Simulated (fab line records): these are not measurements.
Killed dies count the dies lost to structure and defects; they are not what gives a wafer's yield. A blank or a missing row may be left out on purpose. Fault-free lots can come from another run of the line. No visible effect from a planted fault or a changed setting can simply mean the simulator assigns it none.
Code-filled problem report in 8D (eight disciplines) form / flow gf180mcu / the parts of the form that need people (team, actions taken, sign-off) are left out

## 1. THE PROBLEM
HV_LDD_4_TW at GF_HV_LDD_TW_MEAS_50 reads a mean of 939 on 6 wafers of 2 lots; wafers without a fault read 577 with a standard deviation of 3. That is +99 or more standard deviations from the usual mean.
Earliest sighting: wafer L112.2 on film_metro-02 at day 16 20:34. Wafers with a number at this step in the record: 39, from 13 lots. By rule, "out" or "out of limits" means more than 4 standard deviations away from the usual mean. All remaining wafers that have a number are taken as sound.

## 2. WHAT IT IS; WHAT IT IS NOT
question=which readings at this step | is=HV_LDD_4_TW | is not=-
question=which lots | is=L112, L114 | is not=L100, L101, L102, L103, L105, L106, L117, L118, L119, L121, L122
question=which wafers of those lots | is=all that have a number | is not=-
question=read on which gauges | is=film_metro-02, film_metro-04 | is not=film_metro-03
question=when | is=from day 16 20:34 | is not=up to then (18 sound wafers); but 15 sound wafers of L117, L118, L119, L121, L122 came after

## 3. WHAT RULES OUT EACH SUSPECT
Counting: a tool at a process step up to the reading stays a suspect if it ran every lot that is out and no sound lot after the first of them.
- the gauge at GF_HV_LDD_TW_MEAS_50 is ruled out. Those wafers that are out were read across 2 gauges (film_metro-02, film_metro-04).
- implanter-02 at GF_HV_LDD_IMPLANT_48: ruled out as a lasting fault. After its first lot that is out, L112 (day 16 20:20), sound lots L121 ran on it.
Left after counting: nothing in the record.

## 4. THE CAUSE (what the simulator had put in)
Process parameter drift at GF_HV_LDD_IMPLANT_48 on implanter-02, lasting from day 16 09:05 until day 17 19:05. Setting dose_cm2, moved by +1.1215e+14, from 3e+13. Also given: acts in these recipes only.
Counting ruled it out, wrongly: the rule takes a fault to strike every lot that its tool runs from its start on, and this one did not.

## 5. SEQUENCE OF EFFECTS, ordered by route
Each row: a reading whose mean over the struck wafers that have a number lies more than 3 standard deviations from the usual. Readings are gone through only where the record gives a usual standard deviation; hours: the median, over the lots, of the time from a lot's start at the first step in this table giving one to that lot's start at this step; sigmas: the change measured in usual standard deviations.
hours=0; step=GF_HV_LDD_IMPLANT_48; reading=beam_on_s; usual=10.04 s; on struck wafers=11.81; change=+1.78; sigmas=+8.1
hours=0; step=GF_HV_LDD_IMPLANT_48; reading=dose_ions_cm2; usual=2.9999e+13; on struck wafers=1.4216e+14; change=+1.1217e+14; sigmas=+99 or more
hours=0; step=GF_HV_LDD_IMPLANT_48; reading=faraday_current_uA; usual=168; on struck wafers=678; change=+510; sigmas=+99 or more
hours=0; step=GF_HV_LDD_TW_MEAS_50; reading=HV_LDD_4_TW; usual=577; on struck wafers=939; change=+362; sigmas=+99 or more
The process steps in it:
- GF_HV_LDD_IMPLANT_48
At these later measuring or inspecting steps, every struck wafer for which the step has a row has a number for every such reading, and none has moved that far: GF_NSD_OVL_MEAS_08.

## 6. WHAT WOULD HAVE CAUGHT IT SOONER
11 hours passed between the start of the fault at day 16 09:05 and the first reading out of limits at a measuring or inspecting step in this record, taken at day 16 20:34.
At GF_HV_LDD_IMPLANT_48, the tool's own readings (beam_on_s, dose_ions_cm2, faraday_current_uA) were out on each struck wafer the step has a row for, so an alarm limit on them would have fired on the first such wafer.
